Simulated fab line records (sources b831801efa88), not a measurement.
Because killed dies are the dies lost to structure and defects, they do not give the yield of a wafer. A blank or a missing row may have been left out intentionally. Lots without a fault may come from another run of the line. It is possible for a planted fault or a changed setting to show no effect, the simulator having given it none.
Struck lot and sound lot, side by side    flow gf180mcu    14 steps out of a route of 602
Sound: the wafers L769.1, L769.2, L769.3. The struck wafers were L782.3, L782.4, L782.5. Last of all comes the cause.
Order at every step that has rows: each side's tool, ch and its chambers, its first start. Under that, the readings that differ: sound wafers    struck wafers    difference of the means    sigmas: that difference in standard deviations of wafers without a fault.
alike: a reading whose means differ by less than 2 such deviations, as well as words and numbers matching on both sides. not compared: withheld readings; readings where some wafer has no value; bounds like >300 that might hide an equal value; numbers whose values overlap and for which the record gives no deviation.
Wherever a step has rows on one side only, a row that says differs or no value, or a row with sigmas, the two part there. Numbers that have no deviation but don't overlap get no sigmas and don't part them. A reading that every wafer of one side lacks parts them only if that side has two wafers or more.

first, 2 steps without rows for these wafers: GF_M4_CLEAN_19 (cleans in DIW); GF_V4_CVD_00 (deposits SiO2, target thk 600 nm, time 100 s).
GF_V4_THK_MEAS_01:
  struck on filmMetro-03, day 30 12:19; sound on filmMetro-03, day 26 22:47
  alike: V4_CVD_00_THK
GF_V4_CVD_02: deposits SiO2 from TEOS, target thk 850 nm, time 94.851 s.
  sound on pecvd-02 ch 0,1,2, day 26 22:50; struck on pecvd-04 ch 0,1,2, day 30 12:21
  alike: heaterPowerW, rfFwdPowerW
GF_V4_THK_MEAS_03:
  struck on filmMetro-02, day 30 12:26; sound on filmMetro-02, day 26 22:55
  alike: V4_CVD_02_THK
GF_V4_CMP_04: polishes SiO2.
  sound on cmp-01 ch 0,1,2, day 26 23:01; struck on cmp-02 ch 0,1,3, day 30 12:35
reading              sound     struck    difference  sigmas
timeToEndpointS (s)  73 73 74  90 82 84  +12         +2
  alike: edgeZonePressureFrac, motorCurrentA
GF_V4_BOW_MEAS_05:
  struck on filmMetro-02, day 30 12:49; sound on filmMetro-04, day 26 23:16
  alike: V4_BOW
then, 5 steps without rows for these wafers: GF_V4_DEHYDRATE_06 (time 60 s); GF_V4_HMDS_07 (prime time 60 s); GF_V4_COAT_08; GF_V4_COAT_09 (resist thk 1000 nm); GF_V4_SOFTBAKE_10 (time 60 s).
GF_V4_EXPOSE_11: exposes mask Via4, target cd 260 nm.
  struck on krfScanner-02, day 30 22:35; sound on krfScanner-01 ch 0, day 27 09:37
  no value came back on the struck wafers for exposureDoseMJCm2, focusOffsetNm (nm); on the sound wafers exposureDoseMJCm2 reads 38.02 37.96 38.00
  alike: mask
then, 1 step without rows for these wafers: GF_V4_PEB_12 (peb time 90 s).

WHERE THEY PART
Last at GF_V4_EXPOSE_11 as far as this record goes, first at GF_V4_CMP_04.

WHY: the cause the simulator had injected
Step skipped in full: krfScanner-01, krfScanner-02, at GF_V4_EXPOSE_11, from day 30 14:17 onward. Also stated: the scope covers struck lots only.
